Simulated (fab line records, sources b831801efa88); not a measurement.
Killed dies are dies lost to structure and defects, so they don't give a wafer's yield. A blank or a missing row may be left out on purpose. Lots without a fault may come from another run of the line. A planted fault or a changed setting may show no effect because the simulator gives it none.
A struck lot beside a sound one | flow sfq_line | 15 steps out of a route of 325
Sound: wafers L515.1, L515.2, L515.4. Struck: wafers L506.1, L506.2, L506.6. The cause comes at the end.
At each step with rows: each side's tool, then ch and its chambers, then its first start. Under that, the readings that differ: sound wafers | struck wafers | difference of the means | sigmas: that difference in standard deviations of wafers without a fault.
alike: readings whose means differ by less than 2 such deviations, and words and numbers that are the same on both sides. not compared: withheld readings, readings that some wafer has no value for, bounds like >300 that may hide the same value, and numbers for which the record gives no deviation and whose values overlap.
The two part at a step that has a row with sigmas, a row that says differs or no value, or rows on one side only. Numbers that don't overlap but have no deviation are shown without sigmas and don't part them. A reading that every wafer of one side lacks parts them only if that side has two wafers or more.

first, 1 step without rows for these wafers: SFQ_TRILAYER_M6_STRIP_SOLV_CLEAN_164 (cleans in NMP, time 600 s).
SFQ_TRILAYER_I6_DEP_PECVD_165: deposits SiO2 from SiH4/N2O, time 111.11 s, target thk 500 nm.
  sound on pecvd-04 ch 0,2, day 69 18:37; struck on pecvd-02 ch 0,1,2, day 65 15:37
  alike: heater_power_w, throttle_valve_pct
SFQ_TRILAYER_I6_CMP_CMP_166: polishes SiO2.
  sound on cmp-02 ch 0,1,3, day 69 19:12; struck on cmp-01 ch 0,1,3, day 66 15:07
  reading                | sound       | struck      | difference | sigmas
  time_to_endpoint_s (s) | 217 231 220 | 202 209 195 | -21        | -2
  alike: motor_current_A, slurry_filter_dp_kPa
SFQ_I6_BOW_MEAS_941:
  sound on film_metro-01, day 69 21:42; struck on film_metro-01, day 66 18:07
  alike: I6_BOW
SFQ_TRILAYER_I6_METRO_MEASURE_167:
  sound on film_metro-01, day 69 21:49; struck on film_metro-01, day 66 18:14
  alike: thk_nm
then, 6 steps without rows for these wafers: SFQ_TRILAYER_I6_VIA_LITHO_COAT_174 (resist thk 62 nm); SFQ_TRILAYER_I6_VIA_LITHO_COAT_169 (resist thk 650 nm); SFQ_TRILAYER_I6_VIA_LITHO_SOFTBAKE_173; SFQ_TRILAYER_I6_VIA_LITHO_EXPOSE_170 (exposes mask I6, target cd 700 nm); SFQ_TRILAYER_I6_VIA_LITHO_PEB_172 (peb time 60 s); SFQ_TRILAYER_I6_VIA_LITHO_DEVELOP_171 (time 60 s).
SFQ_I6_OVL_MEAS_942:
  sound on overlay-01, day 70 03:14; struck on overlay-02, day 66 23:08
  alike: I6_OVL
SFQ_TRILAYER_I6_VIA_BARC_OPEN_VIA_ETCH_235: etches BARC in O2, target depth 125 nm, time 41.7 s.
  sound on rie_diel-01 ch 1,2,3, day 70 03:16; struck on rie_diel-03 ch 0,1, day 66 23:10
  reading                                                 | sound             | struck            | difference | sigmas
  model.KrF_of_TRILAYER_I6_VIA_LITHO_COAT_169.thk_nm (nm) | 568.2 568.9 571.3 | 536.8 537.9 537.4 | -32.1      |
  alike: drypump_motor_current_A, oes_product_au
  not compared: rf_hours_counter_h
SFQ_TRILAYER_I6_VIA_ETCH_VIA_ETCH_172: etches SiO2 in CHF3, stops on Nb, target depth 260 nm.
  sound on rie_diel-01 ch 1,2,3, day 70 03:18; struck on rie_diel-03 ch 0,1, day 66 23:12
  reading                                                 | sound             | struck            | difference | sigmas
  model.KrF_of_TRILAYER_I6_VIA_LITHO_COAT_169.thk_nm (nm) | 521.5 524.1 525.7 | 492.2 494.1 493.7 | -30.4      |
  alike: drypump_motor_current_A, oes_product_au
SFQ_TRILAYER_I6_VIA_STRIP_STRIP_173: strips in O2.
  sound on rie_metal-04 ch 0,1, day 70 03:25; struck on rie_metal-04 ch 0,1, day 66 23:19
  alike: drypump_motor_current_A, oes_product_au
  not compared: rf_hours_counter_h

WHERE THEY PART
Only at SFQ_TRILAYER_I6_CMP_CMP_166, within this record. Later steps at which nothing parts them and some readings are alike: SFQ_I6_BOW_MEAS_941, SFQ_TRILAYER_I6_METRO_MEASURE_167, SFQ_I6_OVL_MEAS_942, SFQ_TRILAYER_I6_VIA_BARC_OPEN_VIA_ETCH_235, SFQ_TRILAYER_I6_VIA_ETCH_VIA_ETCH_172, SFQ_TRILAYER_I6_VIA_STRIP_STRIP_173.

WHY: what the simulator had put in
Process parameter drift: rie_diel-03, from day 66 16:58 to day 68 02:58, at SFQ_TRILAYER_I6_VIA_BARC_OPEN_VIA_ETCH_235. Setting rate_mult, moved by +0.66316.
